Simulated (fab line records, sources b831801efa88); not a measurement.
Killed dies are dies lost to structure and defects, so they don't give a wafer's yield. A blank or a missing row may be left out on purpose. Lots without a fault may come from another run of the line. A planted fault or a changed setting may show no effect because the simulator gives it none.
A struck lot beside a sound one | flow sky130 | 15 steps out of a route of 708
Sound: wafers L388.1, L388.2, L388.6. Struck: wafers L384.2, L384.4, L384.5. The cause comes at the end.
At each step with rows: each side's tool, then ch and its chambers, then its first start. Under that, the readings that differ: sound wafers | struck wafers | difference of the means | sigmas: that difference in standard deviations of wafers without a fault.
alike: readings whose means differ by less than 2 such deviations, and words and numbers that are the same on both sides. not compared: withheld readings, readings that some wafer has no value for, bounds like >300 that may hide the same value, and numbers for which the record gives no deviation and whose values overlap.
The two part at a step that has a row with sigmas, a row that says differs or no value, or rows on one side only. Numbers that don't overlap but have no deviation are shown without sigmas and don't part them. A reading that every wafer of one side lacks parts them only if that side has two wafers or more.

SKY_VIA3_STRIP_16: strips in O2/N2.
  sound on plasma_asher-02 ch 0,1, day 43 13:18; struck on plasma_asher-03 ch 0,1, day 43 01:45
  reading                     | sound       | struck      | difference | sigmas
  drypump_motor_current_A (A) | 5.1 5.0 5.1 | 6.4 6.4 5.5 | +1.0       | +3
  alike: oes_product_au, strip_time_to_endpoint_s
  not compared: rf_hours_counter_h
then, 4 steps without rows for these wafers: SKY_VIA3_STRIP_17 (strips in post etch residue remover, time 1200 s); SKY_VIA3_CLEAN_18 (cleans in IPA, time 180 s); SKY_VIA3_CLEAN_19 (cleans in O3/DIW); SKY_VIA3_SPUTTER_20 (material TiN, target thk 20 nm, time 80 s).
SKY_VIA3_CVD_21: deposits W, target thk 390 nm, time 117.31 s.
  sound on cvd_w-01 ch 0,1, day 43 13:57; struck on cvd_w-01 ch 0,1, day 43 02:24
  alike: heater_power_w
SKY_VIA3_RS_MEAS_22: measures by four-point-probe.
  sound on film_metro-04, day 43 14:05; struck on film_metro-03, day 43 02:33
  alike: VIA3_W_RS
SKY_VIA3_THK_MEAS_23: measures by xrf.
  sound on film_metro-04, day 43 14:12; struck on film_metro-03, day 43 02:40
  alike: VIA3_W_THK
SKY_VIA3_CMP_24: polishes, stops on SiO2, t overpolish 20 s, target thk 0 nm.
  sound on cmp-02 ch 0,2, day 43 14:16; struck on cmp-02 ch 1,2, day 43 02:43
  alike: motor_current_A, overpolish_run_s, time_to_endpoint_s
SKY_METAL4_SPUTTER_00: material Ti, target thk 15 nm, time 10 s.
  sound on pvd_sputter-02, day 43 14:34; struck on pvd_sputter-04, day 43 03:01
  alike: cathode_dc_power_W, chamber_pressure_pa, throttle_valve_pct
SKY_METAL4_SPUTTER_01: material TiN, target thk 20 nm, time 16.7 s.
  sound on pvd_sputter-02, day 43 14:35; struck on pvd_sputter-04, day 43 03:02
  alike: cathode_dc_power_W, chamber_pressure_pa, throttle_valve_pct
then, 1 step without rows for these wafers: SKY_METAL4_SPUTTER_02 (material AlCu, target thk 735 nm, time 39.1 s).
SKY_METAL4_SPUTTER_03: material Ti, target thk 5 nm, time 3.3 s.
  sound on pvd_sputter-02, day 43 14:38; struck on pvd_sputter-04, day 43 03:05
  no value came back on the struck wafers for cathode_dc_power_W (W), chamber_pressure_pa (Pa), throttle_valve_pct (%); on the sound wafers cathode_dc_power_W (W) reads 3000.4 3000.0 2999.9
then, 1 step without rows for these wafers: SKY_METAL4_SPUTTER_04 (material TiN, target thk 70 nm, time 58.3 s).
-- the record jumps here: 5 days lie between the struck wafers' starts before and after (it left off in module METAL4 and takes up again in module PAD_OPEN, whose first step shown is number 708 of the route) --
SKY_PAD_OPEN_PROBE_99:
  sound on prober-02, day 48 23:34; struck on prober-02, day 48 14:22
  reading                       | sound                | struck               | difference | sigmas
  killed_at_contacts            | 16 7 17              | 27 29 32             | +16        | +3
  model.etest.via4_chain.rc_ohm | 0.8134 0.7791 0.7968 | 0.9488 0.9243 0.9347 | +0.1395    |
  alike: defect_limited_yield, killed_at_M0_to_M3, killed_at_M4_up, killed_at_front_end, killed_at_other, killed_dies, killed_open, killed_short, sort_bin_3_pad_short, sort_bin_5_function, sort_bin_6_memory, sort_n_pass, sort_yield_pct

WHERE THEY PART
First at SKY_VIA3_STRIP_16; last, within this record, at SKY_PAD_OPEN_PROBE_99.

WHY: what the simulator had put in
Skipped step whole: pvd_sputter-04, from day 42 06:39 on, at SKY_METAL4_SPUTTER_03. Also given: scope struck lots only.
